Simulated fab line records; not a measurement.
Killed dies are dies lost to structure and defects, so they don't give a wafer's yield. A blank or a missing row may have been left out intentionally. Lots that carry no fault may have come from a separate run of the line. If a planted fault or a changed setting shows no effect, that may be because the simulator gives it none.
Which tool did it? | flow gf180mcu | 36 wafers from 12 lots sampled at 6 of the route's 602 steps

WHAT THE GAUGES SHOWED, per wafer
GF_SALICIDE_RS_MEAS_04: a four-point-probe measurement. Usual: for SALICIDE_TIN_RS the level is 16.2 ohm/sq and the standard deviation is 0.39.
lot  | measured     | on           | SALICIDE_TIN_RS (ohm/sq) | flag
L583 | day 15 05:29 | filmMetro-03 | 16.2 15.5 16.3           | 
L587 | day 16 16:16 | filmMetro-03 | 15.8 16.3 16.0           | 
L588 | day 17 02:05 | filmMetro-04 | 16.1 16.0 15.7           | 
L589 | day 17 15:14 | filmMetro-03 | 16.5 15.7 16.3           | 
L590 | day 18 01:10 | filmMetro-04 | 16.4 17.1 16.1           | 
L592 | day 18 10:19 | filmMetro-02 | 16.3 16.0 16.6           | 
L599 | day 20 15:14 | filmMetro-03 | 17.4 18.0 18.0           | OFF
L600 | day 20 23:00 | filmMetro-02 | 18.1 17.3 17.8           | OFF
L601 | day 21 11:43 | filmMetro-04 | 15.8 16.6 16.0           | 
L603 | day 22 01:50 | filmMetro-02 | 16.5 17.0 16.4           | 
L604 | day 22 08:19 | filmMetro-02 | 16.0 15.7 15.8           | 
L606 | day 23 05:52 | filmMetro-03 | 15.9 16.0 16.2           | 

GF_SALICIDE_THK_MEAS_05: measures by xrf. Usual: for SALICIDE_TIN_THK the level is 20.0 nm and the standard deviation is 0.35.
lot  | measured     | on           | SALICIDE_TIN_THK (nm) | flag
L583 | day 15 05:36 | filmMetro-03 | 19.7 19.6 19.5        | 
L587 | day 16 16:23 | filmMetro-03 | 19.9 20.4 20.6        | 
L588 | day 17 02:12 | filmMetro-04 | 20.0 19.8 19.7        | 
L589 | day 17 15:21 | filmMetro-03 | 20.1 19.8 20.3        | 
L590 | day 18 01:17 | filmMetro-04 | 20.7 20.4 20.0        | 
L592 | day 18 10:26 | filmMetro-02 | 20.3 19.7 20.2        | 
L599 | day 20 15:21 | filmMetro-03 | 15.3 15.9 16.1        | OFF
L600 | day 20 23:07 | filmMetro-02 | 15.1 15.5 15.2        | OFF
L601 | day 21 11:49 | filmMetro-04 | 20.1 20.2 20.1        | 
L603 | day 22 01:57 | filmMetro-02 | 20.2 20.1 20.1        | 
L604 | day 22 08:25 | filmMetro-02 | 19.4 20.5 19.7        | 
L606 | day 23 05:59 | filmMetro-03 | 20.3 19.7 19.5        | 

GF_V2_THK_MEAS_03. Usual: for V2_CVD_02_THK the level is 851 nm and the standard deviation is 12.
lot  | measured     | on           | V2_CVD_02_THK (nm) | flag
L583 | day 19 07:41 | filmMetro-04 | 851 862 855        | 
L587 | day 20 21:14 | filmMetro-01 | 837 832 849        | 
L588 | day 21 08:11 | filmMetro-01 | 858 846 865        | 
L589 | day 21 20:45 | filmMetro-01 | 830 868 853        | 
L590 | day 22 07:17 | filmMetro-01 | 860 834 863        | 
L592 | day 22 15:52 | filmMetro-04 | 843 838 872        | 
L599 | day 24 16:10 | filmMetro-01 | 847 847 861        | 
L600 | day 24 23:23 | filmMetro-03 | 835 834 854        | 
L601 | day 25 12:33 | filmMetro-04 | 861 883 874        | 
L603 | day 26 00:40 | filmMetro-01 | 850 847 868        | 
L604 | day 26 08:01 | filmMetro-04 | 849 862 872        | 
L606 | day 27 02:48 | filmMetro-01 | 840 858 858        | 

WHAT TOOL EACH LOT RAN ON (gives the tool, then ch and the chambers of the sampled wafers, and finally the start)
lot  | GF_STI_CMP_25                | GF_SALICIDE_SPUTTER_03      | GF_V1_ETCH_17
L583 | cmp-02 ch 1,2,3, day 2 05:20 | pvdSputter-03, day 15 05:27 | rieDiel-02 ch 1,2, day 19 07:41 or earlier
L587 | cmp-01 ch 0,1,3, day 3 00:20 | pvdSputter-01, day 16 16:14 | rieDiel-01 ch 1,2, day 20 21:14 or earlier
L588 | cmp-02 ch 0,1,3, day 3 05:28 | pvdSputter-03, day 17 02:02 | rieDiel-03 ch 1,2, day 21 08:11 or earlier
L589 | cmp-01 ch 0,3, day 3 11:39   | pvdSputter-03, day 17 15:11 | rieDiel-03 ch 1,3, day 21 20:45 or earlier
L590 | cmp-02 ch 0,1,3, day 3 15:22 | pvdSputter-01, day 18 01:08 | rieDiel-02 ch 1,2,3, day 22 07:17 or earlier
L592 | cmp-02 ch 0,1,2, day 4 03:16 | pvdSputter-03, day 18 10:17 | rieDiel-01 ch 0,1, day 22 15:52 or earlier
L599 | cmp-01 ch 0,1,2, day 5 13:50 | pvdSputter-01, day 20 15:12 | rieDiel-01 ch 1,3, day 24 16:10 or earlier
L600 | cmp-01 ch 0,2, day 5 18:26   | pvdSputter-01, day 20 22:58 | rieDiel-03 ch 0,1,3, day 24 23:23 or earlier
L601 | cmp-01 ch 1,2,3, day 6 01:53 | pvdSputter-03, day 21 11:38 | rieDiel-03 ch 1,2, day 25 12:33 or earlier
L603 | cmp-01 ch 1,2,3, day 6 10:55 | pvdSputter-03, day 22 01:49 | rieDiel-01 ch 2,3, day 26 00:40 or earlier
L604 | cmp-01 ch 0,1, day 6 17:11   | pvdSputter-02, day 22 08:16 | rieDiel-02 ch 0,2,3, day 26 08:01 or earlier
L606 | cmp-01 ch 0,1,3, day 7 02:01 | pvdSputter-02, day 23 05:50 | rieDiel-02 ch 0,1,2, day 27 02:48 or earlier
- GF_STI_CMP_25: polishes, stops on Si3N4, t overpolish 33 s, target thk 524.6 nm.
- GF_SALICIDE_SPUTTER_03: material TiN, target thk 20 nm, time 16.7 s.
- GF_V1_ETCH_17: etches SiO2 in C4F8/O2/Ar, stops on TiN, target depth 630 nm.

WHAT THE TOOLS THEMSELVES READ (means of the sampled wafers that have a number; where no wafer has one, the mark that the record gives instead)
GF_STI_CMP_25. Usual: edgeZonePressureFrac 1.000, standard deviation 0.0046; motorCurrentA 12.3 A, standard deviation 1.1; overpolishRunS 33.000 s, standard deviation 0.0088; timeToEndpointS 119 s, standard deviation 4.9.
lot  | tool   | edgeZonePressureFrac | motorCurrentA (A) | overpolishRunS (s) | timeToEndpointS (s) | flag
L583 | cmp-02 | 0.998                | 12.5              | 32.998             | 120                 | 
L587 | cmp-01 | 1.001                | 12.2              | 32.998             | 124                 | 
L588 | cmp-02 | 1.001                | 12.0              | 33.008             | 117                 | 
L589 | cmp-01 | 1.002                | 11.7              | 32.993             | 118                 | 
L590 | cmp-02 | 0.994                | 12.0              | 33.004             | 116                 | 
L592 | cmp-02 | 0.999                | 12.1              | 32.999             | 119                 | 
L599 | cmp-01 | 0.999                | 12.8              | 33.001             | 117                 | 
L600 | cmp-01 | 0.998                | 13.5              | 33.003             | 125                 | 
L601 | cmp-01 | 1.003                | 11.9              | 33.003             | 117                 | 
L603 | cmp-01 | 1.003                | 12.1              | 33.005             | 116                 | 
L604 | cmp-01 | 0.999                | 13.9              | 32.992             | 123                 | 
L606 | cmp-01 | 0.994                | 12.3              | 32.993             | 122                 | 

GF_SALICIDE_SPUTTER_03. Usual: throttleValvePct reads 29.7 % (standard deviation 1).
lot  | tool          | throttleValvePct (%) | flag
L583 | pvdSputter-03 | 29.6                 | 
L587 | pvdSputter-01 | 30.9                 | 
L588 | pvdSputter-03 | 29.0                 | 
L589 | pvdSputter-03 | 29.5                 | 
L590 | pvdSputter-01 | 30.4                 | 
L592 | pvdSputter-03 | 29.4                 | 
L599 | pvdSputter-01 | 30.9                 | 
L600 | pvdSputter-01 | 28.7                 | 
L601 | pvdSputter-03 | 29.6                 | 
L603 | pvdSputter-03 | 29.8                 | 
L604 | pvdSputter-02 | 29.0                 | 
L606 | pvdSputter-02 | 29.1                 | 

GF_V1_ETCH_17. Usual: oesProductAu reads 0.855 a.u. (standard deviation 0.0048).
lot  | tool       | oesProductAu (a.u.) | flag
L583 | rieDiel-02 | 0.854               | 
L587 | rieDiel-01 | 0.854               | 
L588 | rieDiel-03 | 0.856               | 
L589 | rieDiel-03 | 0.855               | 
L590 | rieDiel-02 | 0.855               | 
L592 | rieDiel-01 | 0.859               | 
L599 | rieDiel-01 | 0.859               | 
L600 | rieDiel-03 | 0.855               | 
L601 | rieDiel-03 | 0.861               | 
L603 | rieDiel-01 | 0.857               | 
L604 | rieDiel-02 | 0.853               | 
L606 | rieDiel-02 | 0.860               | 

THE ANSWER, worked out from the rows above alone
Rule: lot off if the mean of its wafers having a number is beyond 3 standard deviations from the usual mean. A lot without any number at a reading at which 4 lots or more have one is off too. Where the step has rows for the other lots, those lots are counted as sound. The gauges are gone through in route order, then the tools' own readings, and for those a lot's mean is taken as printed above. At the first step where some lot is off, the reading lying furthest off is the one used; lots without a number count as furthest.
Off: L599, L600, at GF_SALICIDE_RS_MEAS_04 (SALICIDE_TIN_RS).
A tool fits if, at a process step before that reading, it ran every lot that is off, and no sound lot after the first of them. The gauges at GF_SALICIDE_RS_MEAS_04 are tried like those tools. One candidate fits, namely pvdSputter-01 at GF_SALICIDE_SPUTTER_03. A fault onset in the window from L590 (day 18 01:08, its last sound lot) to L599 (day 20 15:12, its first lot off) fits.

WHAT THE SIMULATOR HAD INSERTED
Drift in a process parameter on pvdSputter-01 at GF_SALICIDE_SPUTTER_03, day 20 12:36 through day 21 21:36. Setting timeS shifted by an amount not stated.
Lots struck among those shown: L599, L600. The same result came from the rule above.
